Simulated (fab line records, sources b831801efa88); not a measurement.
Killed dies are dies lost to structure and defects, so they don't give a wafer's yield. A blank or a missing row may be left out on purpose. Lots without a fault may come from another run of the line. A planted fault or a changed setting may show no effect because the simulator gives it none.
One fault seen from 2 desks | flow sky130 | each desk has only its own numbers; what lay behind them comes last

THE METROLOGY DESK
What the gauges read, lot by lot, whatever tool the lot ran on: means of the sampled wafers that have a number. A lot is out of limits, marked OUT, if its mean lies more than 4 standard deviations from the usual mean; the brackets give that distance.
Columns: A = cd_nm at SKY_LI_CONTACT_CD_MEAS_12, usual 169.6 nm; B = LI_CONTACT_OVL at SKY_LI_CONTACT_OVL_MEAS_13, usual 1 nm
lot  | first seen here | A     | B
L354 | day 28 19:41    | 171.8 | 6
L367 | day 33 03:57    | 168.5 | 1
L366 | day 33 11:01    | 168.2 | -5
L370 | day 35 00:46    | 167.1 | -1
L375 | day 36 05:49    | 171.1 | 1
L374 | day 36 07:04    | 168.3 | -0
This desk's finding: nothing out of limits on any of the 6 lots.

THE TOOL OWNER'S DESK: pvd_sputter-01
The tool's own readings at SKY_LI_CONTACT_SPUTTER_20 (material TiN, target thk 20 nm, time 80 s): means of the sampled wafers that have a number, for each lot that ran on this tool. A lot is out of limits, marked OUT, if its mean lies more than 4 standard deviations from the usual mean; the brackets give that distance.
Columns: A = cathode_dc_power_W at SKY_LI_CONTACT_SPUTTER_20, usual 3999.9 W; B = throttle_valve_pct at SKY_LI_CONTACT_SPUTTER_20, usual 29.7 %
lot  | first seen here | A                        | B
L367 | day 33 04:34    | 3898.3 (-99 or more) OUT | 31.1
L366 | day 33 11:41    | 3898.2 (-99 or more) OUT | 30.3
L375 | day 36 06:32    | 3998.5                   | 30.7
This desk's finding: out of limits on L366, L367; first on L367, day 33 04:34 (cathode_dc_power_W at SKY_LI_CONTACT_SPUTTER_20). In limits: L375.

PUT TOGETHER
The tool owner's desk could have raised an alarm at day 33 04:34, on L366, L367.
The metrology desk saw nothing out of limits.
The metrology desk has L366, L367 on record, within its limits.
Of the lots named, all ran SKY_LI_CONTACT_SPUTTER_20 on pvd_sputter-01.

WHAT THE SIMULATOR HAD PUT IN
Process parameter drift: pvd_sputter-01, from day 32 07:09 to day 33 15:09, at SKY_LI_CONTACT_SPUTTER_20. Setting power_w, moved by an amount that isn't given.
Lots struck among those shown: L366, L367.
Hours from the fault's start to each desk's first reading out of limits: the tool owner's desk, 21.
